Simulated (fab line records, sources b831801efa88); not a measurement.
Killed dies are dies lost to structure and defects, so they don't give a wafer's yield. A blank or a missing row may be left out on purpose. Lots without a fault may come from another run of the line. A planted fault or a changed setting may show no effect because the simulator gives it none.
A struck lot beside a sound one | flow gf180mcu | 19 steps out of a route of 602
Sound: wafers L208.2, L208.5, L208.6. Struck: wafers L210.2, L210.4, L210.6. The cause comes at the end.
At each step with rows: each side's tool, then ch and its chambers, then its first start. Under that, the readings that differ: sound wafers | struck wafers | difference of the means | sigmas: that difference in standard deviations of wafers without a fault.
alike: readings whose means differ by less than 2 such deviations, and words and numbers that are the same on both sides. not compared: withheld readings, readings that some wafer has no value for, bounds like >300 that may hide the same value, and numbers for which the record gives no deviation and whose values overlap.
The two part at a step that has a row with sigmas, a row that says differs or no value, or rows on one side only. Numbers that don't overlap but have no deviation are shown without sigmas and don't part them. A reading that every wafer of one side lacks parts them only if that side has two wafers or more.

first, 4 steps without rows for these wafers: GF_MIM_SOFTBAKE_15 (time 60 s); GF_MIM_EXPOSE_16 (exposes mask FuseTop, target cd 2000 nm); GF_MIM_PEB_17; GF_MIM_DEVELOP_18 (develop time 60 s).
GF_MIM_METAL_ETCH_19: etches the open film in Cl2/BCl3, stops on Si3N4, target depth 324.5 nm, time 54.1 s.
  sound on rie_metal-03 ch 0,1, day 25 17:33; struck on rie_metal-03 ch 0,1, day 26 22:22
  reading                      | sound          | struck         | difference | sigmas
  he_backside_leak_sccm (sccm) | 3.23 4.50 3.61 | 2.96 3.62 3.49 | -0.42      | -2
  alike: drypump_motor_current_A, oes_product_au, throttle_valve_pct
  not compared: rf_hours_counter_h
GF_MIM_STRIP_20: strips in O2/N2.
  sound on plasma_asher-03 ch 0,1, day 25 17:37; struck on plasma_asher-01 ch 0,1, day 26 22:26
  alike: drypump_motor_current_A, heater_power_w, n2_flow_sccm, oes_product_au, strip_time_to_endpoint_s
  not compared: rf_hours_counter_h
then, 6 steps without rows for these wafers: GF_MIM_STRIP_21 (strips in post etch residue remover, time 1200 s); GF_MIM_CLEAN_22 (cleans in DIW); GF_M5_DEHYDRATE_00 (time 60 s); GF_M5_HMDS_01 (prime time 60 s); GF_M5_COAT_02 (resist thk 1000 nm); GF_M5_SOFTBAKE_03 (time 60 s).
GF_M5_EXPOSE_04: exposes mask Metal5, target cd 280 nm.
  sound on krf_scanner-01 ch 0, day 26 04:47; struck on krf_scanner-02 ch 0, day 27 09:01
  reading                    | sound                | struck            | difference | sigmas
  model.M5.overlay_x_nm (nm) | 0.5577 0.5577 0.5577 | 58.46 58.46 58.46 | +57.90     |
  alike: mask
then, 2 steps without rows for these wafers: GF_M5_PEB_05 (peb time 90 s); GF_M5_DEVELOP_06 (develop time 60 s).
GF_M5_CD_MEAS_07: target cd 280 nm.
  sound on cd_sem-01, day 26 15:10; struck on cd_sem-02, day 27 19:11
  alike: cd_nm
GF_M5_OVL_MEAS_08:
  sound on overlay-01, day 26 15:16; struck on overlay-02, day 27 19:17
  reading     | sound   | struck   | difference | sigmas
  M5_OVL (nm) | -3 -2 4 | 61 60 60 | +61        | +13
GF_M5_ETCH_09: etches Si3N4 in CF4/O2, target depth 52 nm, time 11.6 s.
  sound on rie_diel-02 ch 1,2,3, day 26 15:18; struck on rie_diel-03 ch 0,1,3, day 27 19:19
  alike: drypump_motor_current_A, oes_product_au, throttle_valve_pct
  not compared: rf_hours_counter_h
then, 1 step without rows for these wafers: GF_PASSIVATION_PROBE_99.

WHERE THEY PART
First at GF_MIM_METAL_ETCH_19; last, within this record, at GF_M5_OVL_MEAS_08. Later steps at which nothing parts them and some readings are alike: GF_M5_ETCH_09.

WHY: what the simulator had put in
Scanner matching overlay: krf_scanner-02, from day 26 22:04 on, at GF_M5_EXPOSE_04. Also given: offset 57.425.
